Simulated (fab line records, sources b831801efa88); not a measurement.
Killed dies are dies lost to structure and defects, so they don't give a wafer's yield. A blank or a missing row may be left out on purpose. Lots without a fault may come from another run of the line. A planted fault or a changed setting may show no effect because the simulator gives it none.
One fault seen from 2 desks | flow sky130 | each desk has only its own numbers; what lay behind them comes last

THE TOOL OWNER'S DESK: rie_metal-02
The tool's own readings at SKY_METAL4_METAL_ETCH_18 (etches the open film in Cl2/BCl3, stops on SiO2, target depth 845 nm, time 183.1 s): means of the sampled wafers that have a number, for each lot that ran on this tool. A lot is out of limits, marked OUT, if its mean lies more than 4 standard deviations from the usual mean; the brackets give that distance.
Columns: A = drypump_motor_current_A at SKY_METAL4_METAL_ETCH_18, usual 5.7 A; B = oes_product_au at SKY_METAL4_METAL_ETCH_18, usual 0.865 a.u.; C = throttle_valve_pct at SKY_METAL4_METAL_ETCH_18, usual 22.264 %
lot  | first seen here | A   | B                | C
L699 | day 42 04:49    | 5.2 | 0.871            | 22.257
L698 | day 42 07:24    | 5.4 | 0.909 (+7.7) OUT | 22.265
L701 | day 42 20:05    | 5.4 | 0.906 (+7.3) OUT | 22.268
L717 | day 47 04:23    | 5.3 | 0.860            | 22.260
L718 | day 47 10:52    | 5.3 | 0.869            | 22.264
L719 | day 47 16:11    | 5.3 | 0.866            | 22.253
This desk's finding: out of limits on L698, L701; first on L698, day 42 07:24 (oes_product_au at SKY_METAL4_METAL_ETCH_18). In limits: L699, L717, L718, L719.

THE METROLOGY DESK
What the gauges read, lot by lot, whatever tool the lot ran on: means of the sampled wafers that have a number. A lot is out of limits, marked OUT, if its mean lies more than 4 standard deviations from the usual mean; the brackets give that distance.
Columns: A = POLY_GATE_OVL at SKY_POLY_GATE_OVL_MEAS_14, usual 3 nm
lot  | first seen here | A
L698 | day 16 19:05    | -5
L699 | day 16 20:05    | 10
L701 | day 17 18:20    | -4
L710 | day 21 06:24    | 14
L713 | day 22 10:11    | -1
L714 | day 22 19:24    | 3
L716 | day 23 05:31    | 3
L717 | day 23 19:41    | 8
L718 | day 24 02:19    | 1
L719 | day 24 10:16    | 3
This desk's finding: nothing out of limits on any of the 10 lots.

PUT TOGETHER
The tool owner's desk could have raised an alarm at day 42 07:24, on L698, L701.
The metrology desk saw nothing out of limits.
The metrology desk has L698, L701 on record, within its limits.
Of the lots named, all ran SKY_METAL4_METAL_ETCH_18 on rie_metal-02.

WHAT THE SIMULATOR HAD PUT IN
Process parameter drift: rie_metal-02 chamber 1, from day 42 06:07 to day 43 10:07, at SKY_METAL4_METAL_ETCH_18. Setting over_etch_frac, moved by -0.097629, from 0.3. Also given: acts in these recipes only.
Lots struck among those shown: L698, L701.
Hours from the fault's start to each desk's first reading out of limits: the tool owner's desk, 1.
